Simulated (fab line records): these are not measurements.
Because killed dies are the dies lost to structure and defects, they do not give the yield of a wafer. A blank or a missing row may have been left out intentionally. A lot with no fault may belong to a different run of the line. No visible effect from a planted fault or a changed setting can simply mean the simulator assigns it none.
Code-filled problem report in 8D (eight disciplines) form || flow gf180mcu || the parts of the form that need people (team, actions taken, sign-off) are left out

1. WHAT WENT WRONG
Mean V5_W_RS at GF_V5_RS_MEAS_24: 0.507 ohm/sq over 5 wafers in 2 lots; fault-free wafers: 0.324 ohm/sq, standard deviation 0.0059. That puts it +31 standard deviations away from the usual mean.
The step: measures by four-point-probe.
The first sign was on wafer L823.1 at day 32 06:44, on filmMetro-01. The record holds 33 wafers of 11 lots with a number at this step. By rule, "out" or "out of limits" means more than 4 standard deviations away from the usual mean. The rest of the wafers with a number are treated as sound.

2. WHAT IT IS; WHAT IT IS NOT
{"question": "which readings at this step", "is": "V5_W_RS", "is not": "-"}
{"question": "which lots", "is": "L823, L825", "is not": "L814, L815, L816, L817, L818, L819, L828, L831, L833"}
{"question": "which wafers of those lots", "is": "L823.1, L823.4, L823.5, L825.2, L825.3", "is not": "L825.6"}
{"question": "read on which gauges", "is": "filmMetro-01, filmMetro-02", "is not": "filmMetro-03"}
{"question": "when", "is": "from day 32 06:44", "is not": "up to then (18 sound wafers); but 10 sound wafers of L825, L828, L831, L833 came after"}

3. THE SUSPECTS, EACH WITH WHAT RULES IT OUT
Counting: any tool at a process step up to the reading remains a suspect provided it ran every lot that is out. Sound lots after the first of them don't rule it out here, since some wafers of a struck lot are sound.
- the gauge at GF_V5_RS_MEAS_24 is ruled out. Those wafers that are out were read across 2 gauges (filmMetro-01, filmMetro-02).
- cvdW-01 at GF_V5_CVD_23 (deposits W, target thk 350 nm, time 104.9 s): kept. It processed each lot that is out (first: L823, day 32 06:38); up to then, its last sound lot is L819 (day 31 09:48). Its own chamberPressureTorr readings are out on those wafers.
- Within cvdW-01 at GF_V5_CVD_23: the wafers that are out ran in chamber 0; their sound lot-mates ran in chamber 1.
After counting, what remains is cvdW-01 at GF_V5_CVD_23.

4. THE CAUSE (what the simulator had put in)
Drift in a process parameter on cvdW-01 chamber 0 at GF_V5_CVD_23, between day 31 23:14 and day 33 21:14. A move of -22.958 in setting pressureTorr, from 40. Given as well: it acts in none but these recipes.
Only this tool survived the counting.

5. SEQUENCE OF EFFECTS, ordered by route
Each row: a reading whose mean over the struck wafers that have a number lies more than 3 standard deviations from the usual. Readings are gone through only where the record gives a usual standard deviation; hours: the median, over the lots, of the time from a lot's start at the first step in this table giving one to that lot's start at this step; sigmas: the change measured in usual standard deviations.
{"hours": 0, "step": "GF_V5_CVD_23", "reading": "chamberPressureTorr", "usual": "40.00 Torr", "on struck wafers": 16.97, "change": -23.03, "sigmas": "-99 or more"}
{"hours": 0, "step": "GF_V5_RS_MEAS_24", "reading": "V5_W_RS", "usual": "0.324 ohm/sq", "on struck wafers": 0.507, "change": "+0.183", "sigmas": "+31"}
{"hours": 0, "step": "GF_V5_THK_MEAS_25", "reading": "V5_W_THK", "usual": "355 nm", "on struck wafers": 228, "change": -127, "sigmas": -19}
{"hours": 0, "step": "GF_V5_CMP_26", "reading": "timeToEndpointS", "usual": "86 s", "on struck wafers": 56, "change": -30, "sigmas": -6.5}
It contains these process steps:
- GF_V5_CVD_23: deposits W, target thk 350 nm, time 104.9 s.
- GF_V5_CMP_26: polishes, stops on SiO2, t overpolish 15 s, target thk 0 nm.

6. HOW IT WOULD HAVE BEEN CAUGHT EARLIER
Counted from the fault's start at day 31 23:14, it took 8 hours until the first out-of-limits reading at a measuring or inspecting step in this record, taken at day 32 06:44.
Tool's own readings at GF_V5_CVD_23, chamberPressureTorr: out on all struck wafers the step has rows for; an alarm limit on them would have tripped on the first.
Of the lots that are out (2), L825 began GF_V5_CVD_23 on cvdW-01 after day 32 06:44. A tool hold placed at that time would have kept it from harm.
